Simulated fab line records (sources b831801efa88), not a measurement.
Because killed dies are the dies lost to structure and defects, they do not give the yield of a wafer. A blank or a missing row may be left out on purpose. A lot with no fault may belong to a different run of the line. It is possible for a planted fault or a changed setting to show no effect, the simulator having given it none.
Matching of chambers :: flow sky130 :: 3 sister chambers for SKY_CAP2M_CVD_00 on pecvd-03
The step deposits SiO2, target thk 15.5 nm. 6 wafers are shown with their chamber, then 7 later ones without.

== WAFERS PAIRED WITH THEIR CHAMBERS ==
wafer: L113.6
chamber: 0
heater-power-w (W): 792
heater-power-outer-w (W): 441

wafer: L122.1
chamber: 0
heater-power-w (W): 703
heater-power-outer-w (W): 375

wafer: L122.5
chamber: 1
heater-power-w (W): 647
heater-power-outer-w (W): 355

wafer: L122.6
chamber: 2
heater-power-w (W): 576
heater-power-outer-w (W): 326

wafer: L123.1
chamber: 1
heater-power-w (W): 724
heater-power-outer-w (W): 418

wafer: L123.5
chamber: 2
heater-power-w (W): 749
heater-power-outer-w (W): 430

== WAFERS MISSING THEIR CHAMBER ==
wafer: L123.6
heater-power-w (W): 721
heater-power-outer-w (W): 406

wafer: L128.3
heater-power-w (W): 754
heater-power-outer-w (W): 427

wafer: L128.4
heater-power-w (W): 794
heater-power-outer-w (W): 452

wafer: L128.5
heater-power-w (W): 767
heater-power-outer-w (W): 437

wafer: L129.2
heater-power-w (W): 778
heater-power-outer-w (W): 435

wafer: L129.3
heater-power-w (W): 620
heater-power-outer-w (W): 352

wafer: L129.4
heater-power-w (W): 628
heater-power-outer-w (W): 354

== CHAMBER TAKEN BY EACH ==
wafer: L123.6
from the rows above: can't be placed: 0 or 1 or 2
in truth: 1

wafer: L128.3
from the rows above: can't be placed: 0 or 1 or 2
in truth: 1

wafer: L128.4
from the rows above: can't be placed: 0 or 1 or 2
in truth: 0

wafer: L128.5
from the rows above: can't be placed: 0 or 1 or 2
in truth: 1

wafer: L129.2
from the rows above: can't be placed: 0 or 1 or 2
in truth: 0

wafer: L129.3
from the rows above: can't be placed: 2 or 1 or 0
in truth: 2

wafer: L129.4
from the rows above: can't be placed: 2 or 1 or 0
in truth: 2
Placed correctly: 0 of 7. Cannot be placed on the basis of these rows: 7; the candidates contain the true chamber in 7. Wrongly placed: 0.
How it was worked out, from the rows above alone: a wafer's distance from a chamber is the root of the sum, over the readings, of the square of ((its reading less the chamber's mean) divided by the reading's scatter). The wafer belongs to the nearest chamber; if the next one is less than 2 further off, it can't be placed. A chamber's mean is the mean of its shown wafers. The scatter: the root of (the sum of the squares of (reading less its chamber's mean) over the shown wafers, divided by (wafers less chambers)).
